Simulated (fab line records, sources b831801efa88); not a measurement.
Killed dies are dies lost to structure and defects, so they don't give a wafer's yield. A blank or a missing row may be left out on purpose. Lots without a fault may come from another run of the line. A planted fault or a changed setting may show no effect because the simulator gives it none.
Problem report in the 8D (eight disciplines) form, filled by code | flow sky130 | the parts of the form that need people (team, actions taken, sign-off) are left out

1. THE PROBLEM
SONOS_TUNNEL_TW at SKY_SONOS_TUNNEL_TW_MEAS_12 reads a mean of 179.9 on 6 wafers of 2 lots; wafers without a fault read 196.8 with a standard deviation of 1.8. That is -9.4 standard deviations from the usual mean.
First seen on wafer L411.2, day 14 07:18, on film_metro-02. The record holds 36 wafers of 12 lots with a number at this step. Rule for "out", or "out of limits": more than 4 standard deviations from the usual mean. The other wafers with a number count as sound.

2. WHAT IT IS AND WHAT IT IS NOT
question                    | is                           | is not
which readings at this step | SONOS_TUNNEL_TW              | -
which lots                  | L411, L412                   | L402, L403, L405, L410, L420, L421, L422, L423, L424, L425
which wafers of those lots  | all that have a number       | -
read on which gauges        | film_metro-02, film_metro-04 | film_metro-03
when                        | from day 14 07:18            | up to then (12 sound wafers); but 18 sound wafers of L420, L421, L422, L423, L424, L425 came after

3. SUSPECTS, AND WHAT RULES EACH OUT
Counting: a tool at a process step up to the reading stays a suspect if it ran every lot that is out and no sound lot after the first of them.
- the gauge at SKY_SONOS_TUNNEL_TW_MEAS_12: ruled out. The wafers that are out were read on 2 gauges (film_metro-02, film_metro-04).
- implanter-03 at SKY_SONOS_TUNNEL_IMPLANT_09: ruled out as a lasting fault. Sound lots L423, L424 ran on it after its first lot that is out, L411 (day 14 06:54).
Left after counting: nothing in the record.

4. THE CAUSE (what the simulator had put in)
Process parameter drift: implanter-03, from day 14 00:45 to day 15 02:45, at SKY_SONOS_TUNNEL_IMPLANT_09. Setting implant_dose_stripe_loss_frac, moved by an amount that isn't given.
Counting ruled it out, wrongly: the rule takes a fault to strike every lot that its tool runs from its start on, and this one did not.

5. THE CHAIN OF EFFECTS, in route order
Each row: a reading whose mean over the struck wafers that have a number lies more than 3 standard deviations from the usual. Only readings for which the record gives a usual standard deviation are gone through. hours: the time from each lot's start at the first step in this table that gives one to its start at this step, as a median over the lots. sigmas: the change in usual standard deviations.
hours | step                        | reading         | usual | on struck wafers | change | sigmas
0     | SKY_SONOS_TUNNEL_TW_MEAS_12 | SONOS_TUNNEL_TW | 196.8 | 179.9            | -16.9  | -9.4
Later measuring or inspecting steps at which every struck wafer that the step has a row for has a number for every such reading, and none has moved that far: SKY_SONOS_ONO_THK_MEAS_01, SKY_GATE_OXIDE_TW_MEAS_14.

6. WHAT WOULD HAVE CAUGHT IT SOONER
In this record the first reading out of limits at a measuring or inspecting step was taken at day 14 07:18, 7 hours after the fault began at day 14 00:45.
Of the tool readings at SKY_SONOS_TUNNEL_IMPLANT_09 for which the record gives a usual standard deviation, none was out on any struck wafer, so an alarm limit of 4 standard deviations on them would not have fired.
